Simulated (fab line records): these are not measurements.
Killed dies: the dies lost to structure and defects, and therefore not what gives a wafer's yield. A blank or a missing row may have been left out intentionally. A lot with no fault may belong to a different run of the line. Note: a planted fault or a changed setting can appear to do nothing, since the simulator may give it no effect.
What tool caused it? / flow sky130 / Sampling: 11 lots, 33 wafers, 2 of 708 route steps

WHAT EACH GAUGE READ, for each wafer
SKY_VIA2_CD_MEAS_12 targets a cd of 200 nm.
lot=L916; measured=day 36 08:22; on=cd sem-02; cd nm (nm)=197.6 199.5 200.6
lot=L917; measured=day 36 09:28; on=cd sem-02; cd nm (nm)=199.1 201.2 199.6
lot=L919; measured=day 37 06:53; on=cd sem-02; cd nm (nm)=199.3 201.7 201.1
lot=L920; measured=day 37 16:09; on=cd sem-01; cd nm (nm)=200.3 200.4 200.9
lot=L926; measured=day 39 21:32; on=cd sem-02; cd nm (nm)=200.7 199.6 201.0
lot=L931; measured=day 41 13:37; on=cd sem-01; cd nm (nm)=199.3 200.0 201.2
lot=L930; measured=day 42 01:13; on=cd sem-01; cd nm (nm)=197.2 197.1 197.7
lot=L932; measured=day 42 02:29; on=cd sem-01; cd nm (nm)=202.2 201.5 201.6
lot=L934; measured=day 42 08:29; on=cd sem-01; cd nm (nm)=198.8 201.9 199.5
lot=L936; measured=day 42 13:42; on=cd sem-01; cd nm (nm)=201.2 200.3 199.4
lot=L938; measured=day 43 05:01; on=cd sem-01; cd nm (nm)=200.3 199.3 199.3

WHICH TOOL RAN EACH LOT (tool, then ch and the chambers of the sampled wafers, then the start)
lot=L916; SKY_METAL2_ETCH_18=rie metal-04 ch 0,1, day 35 05:09
lot=L917; SKY_METAL2_ETCH_18=rie metal-01 ch 0,1, day 35 06:39
lot=L919; SKY_METAL2_ETCH_18=rie metal-01 ch 0,1, day 36 04:19
lot=L920; SKY_METAL2_ETCH_18=rie metal-03 ch 0,1, day 36 13:20
lot=L926; SKY_METAL2_ETCH_18=rie metal-04 ch 0,1, day 38 19:05
lot=L931; SKY_METAL2_ETCH_18=rie metal-03 ch 0,1, day 40 13:29
lot=L930; SKY_METAL2_ETCH_18=rie metal-03 ch 0,1, day 41 00:26
lot=L932; SKY_METAL2_ETCH_18=rie metal-01 ch 0,1, day 41 01:14
lot=L934; SKY_METAL2_ETCH_18=rie metal-01 ch 0, day 41 07:44
lot=L936; SKY_METAL2_ETCH_18=rie metal-03 ch 0,1, day 41 13:26
lot=L938; SKY_METAL2_ETCH_18=rie metal-01 ch 0,1, day 42 04:52
- SKY_METAL2_ETCH_18: etches BARC in N2/H2, stops on SiO2, time 45.9 s, target depth 60 nm.

WHAT THE TOOLS THEMSELVES READ (means of the sampled wafers that have a number; where no wafer has one, the mark that the record gives instead)
SKY_METAL2_ETCH_18.
lot=L916; tool=rie metal-04; bias w (W)=99.89; drypump motor current A (A)=6.25; oes product au (a.u.)=0.856; throttle valve pct (%)=13.236
lot=L917; tool=rie metal-01; bias w (W)=100.04; drypump motor current A (A)=6.02; oes product au (a.u.)=0.854; throttle valve pct (%)=13.221
lot=L919; tool=rie metal-01; bias w (W)=99.94; drypump motor current A (A)=5.77; oes product au (a.u.)=0.851; throttle valve pct (%)=13.231
lot=L920; tool=rie metal-03; bias w (W)=100.24; drypump motor current A (A)=5.88; oes product au (a.u.)=0.861; throttle valve pct (%)=13.225
lot=L926; tool=rie metal-04; bias w (W)=100.12; drypump motor current A (A)=6.27; oes product au (a.u.)=0.854; throttle valve pct (%)=13.221
lot=L931; tool=rie metal-03; bias w (W)=99.97; drypump motor current A (A)=5.93; oes product au (a.u.)=0.850; throttle valve pct (%)=13.224
lot=L930; tool=rie metal-03; bias w (W)=99.87; drypump motor current A (A)=5.91; oes product au (a.u.)=0.851; throttle valve pct (%)=13.234
lot=L932; tool=rie metal-01; bias w (W)=99.79; drypump motor current A (A)=6.00; oes product au (a.u.)=0.854; throttle valve pct (%)=13.229
lot=L934; tool=rie metal-01; bias w (W)=100.19; drypump motor current A (A)=5.52; oes product au (a.u.)=0.854; throttle valve pct (%)=13.236
lot=L936; tool=rie metal-03; bias w (W)=99.97; drypump motor current A (A)=6.03; oes product au (a.u.)=0.851; throttle valve pct (%)=13.225
lot=L938; tool=rie metal-01; bias w (W)=99.86; drypump motor current A (A)=6.02; oes product au (a.u.)=0.851; throttle valve pct (%)=13.229

THE ANSWER, worked out from the rows above alone
Rule: the usual values come from the lots themselves. The widest of any qualifying gaps counts: lots, ordered by their means at a reading, are off when they make up no more than a third of the lots, leave a main group of 4 or more, and stand apart from it by 3 or more times the standard deviation of that group's means. If all means in a main group match to the digits the tables above print for the reading, that group is not used. Also off: a lot with no number at a reading for which 4 or more lots have one. All remaining lots with rows at the step are treated as sound. After the gauges, taken in route order, come the tools' own readings; for these a lot's mean is taken, as printed above. The first step at which some lot is off is used, and at that step the reading that is off furthest; a lot without a number counts as furthest.
No lot is off on any of the readings shown, so nothing can be concluded from this.

WHAT WAS PUT IN BY THE SIMULATOR
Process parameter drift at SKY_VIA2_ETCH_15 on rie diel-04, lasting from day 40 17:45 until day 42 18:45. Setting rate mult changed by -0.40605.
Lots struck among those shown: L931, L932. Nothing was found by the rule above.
